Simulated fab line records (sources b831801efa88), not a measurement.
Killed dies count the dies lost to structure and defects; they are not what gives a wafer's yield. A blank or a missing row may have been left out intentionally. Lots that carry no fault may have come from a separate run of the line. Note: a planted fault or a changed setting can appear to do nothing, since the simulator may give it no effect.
Chamber matching | flow gf180mcu | GF_V2_CMP_04 on cmp-01: 4 sister chambers
The step polishes SiO2. 20 wafers are shown with their chamber, then 10 later ones without.

## EACH WAFER AND ITS CHAMBER
wafer  | chamber | motor_current_A (A) | time_to_endpoint_s (s)
L703.3 | 1       | 12.3                | 76
L703.4 | 3       | 10.6                | 80
L703.6 | 1       | 12.3                | 81
L704.1 | 1       | 12.1                | 80
L704.5 | 0       | 12.4                | 81
L704.6 | 1       | 12.5                | 84
L705.2 | 0       | 12.1                | 77
L705.3 | 2       | 15.0                | 75
L705.6 | 1       | 12.1                | 85
L706.2 | 0       | 11.7                | 72
L706.3 | 3       | 10.2                | 70
L706.5 | 2       | 14.5                | 79
L707.3 | 2       | 14.3                | 73
L707.5 | 2       | 14.1                | 74
L707.6 | 3       | 10.2                | 72
L709.2 | 0       | 11.9                | 69
L709.4 | 3       | 10.9                | 74
L709.5 | 3       | 10.4                | 77
L711.1 | 2       | 14.0                | 74
L711.5 | 2       | 14.9                | 78

SIGNATURES (averages over the wafers above)
reading            | chamber 0 | chamber 1 | chamber 2 | chamber 3 | scatter within a chamber
motor_current_A    | 12.025    | 12.260    | 14.467    | 10.460    | 0.315
time_to_endpoint_s | 74.75     | 81.20     | 75.50     | 74.60     | 3.78
Rule: a wafer lies at a distance from a chamber equal to the root of the sum of squares, over the readings, of (its reading less the chamber's mean, divided by the reading's scatter). If the next closest chamber is less than 2 further off than the closest, the wafer can't be placed; otherwise it belongs to the closest. The scatter is the square root of a quotient: the sum, over the shown wafers, of each reading's squared deviation from its chamber's mean, divided by wafers minus chambers.

## WAFERS MISSING THEIR CHAMBER
wafer  | motor_current_A (A) | time_to_endpoint_s (s)
L711.6 | 10.1                | 80
L713.1 | 10.1                | 66
L713.3 | 12.1                | 67
L713.6 | 11.5                | 70
L724.2 | 12.1                | 76
L724.4 | 15.1                | 76
L724.6 | 12.5                | 82
L725.2 | 10.1                | 78
L725.3 | 14.8                | 73
L725.5 | 14.4                | 86

## THE CHAMBER EACH PASSED THROUGH
wafer  | from the rows above          | in truth
L711.6 | 3                            | 3
L713.1 | 3                            | 3
L713.3 | can't be placed: 0 or 1      | 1
L713.6 | can't be placed: 0 or 3 or 1 | 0
L724.2 | can't be placed: 0 or 1      | 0
L724.4 | 2                            | 2
L724.6 | can't be placed: 1 or 0      | 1
L725.2 | 3                            | 3
L725.3 | 2                            | 2
L725.5 | 2                            | 2
Correct placement for 6 of the 10. Can't be placed from these rows: 4 (the true chamber is among the candidates in 4). Number placed wrongly: 0.
